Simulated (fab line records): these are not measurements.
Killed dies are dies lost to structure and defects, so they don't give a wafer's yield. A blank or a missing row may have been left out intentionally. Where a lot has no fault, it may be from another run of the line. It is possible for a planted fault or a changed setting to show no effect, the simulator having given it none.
Which tool is to blame?	flow sky130	at 1 step of a route of 708, 11 lots with 33 wafers sampled

== WHAT THE GAUGES READ, wafer by wafer ==
SKY_METAL3_OVL_MEAS_14.
lot	measured	on	METAL3_OVL (nm)
L210	day 38 08:12	overlay-02	14 7 3
L211	day 38 18:21	overlay-02	-8 -4 -3
L212	day 39 06:14	overlay-02	0 6 1
L214	day 39 23:53	overlay-01	1 -3 -1
L213	day 40 00:08	overlay-02	-2 2 7
L218	day 41 04:49	overlay-01	-1 2 -4
L223	day 42 15:56	overlay-01	-4 -8 -3
L227	day 43 14:02	overlay-02	0 -3 0
L230	day 44 12:46	overlay-02	-6 -2 -3
L231	day 44 13:47	overlay-01	-2 -6 -5
L232	day 44 17:27	overlay-02	0 -1 2

== WHICH TOOL RAN EACH LOT (tool, then ch and the chambers of the sampled wafers, then the start) ==
The record holds no process step before these readings.

== THE ANSWER, worked out from the rows above alone ==
Rule: the usual values come from the lots themselves. The widest of any qualifying gaps counts: lots, ordered by their means at a reading, are off when they make up no more than a third of the lots, leave a main group of 4 or more, and stand apart from it by 3 or more times the standard deviation of that group's means. A main group whose means are all the same, to the digits that the tables above print for the reading, isn't used. A lot without any number at a reading at which 4 lots or more have one is off too. All remaining lots with rows at the step are treated as sound.
Across all readings shown, no lot is off: no conclusion can be drawn from this.

== WHAT THE SIMULATOR HAD PUT IN ==
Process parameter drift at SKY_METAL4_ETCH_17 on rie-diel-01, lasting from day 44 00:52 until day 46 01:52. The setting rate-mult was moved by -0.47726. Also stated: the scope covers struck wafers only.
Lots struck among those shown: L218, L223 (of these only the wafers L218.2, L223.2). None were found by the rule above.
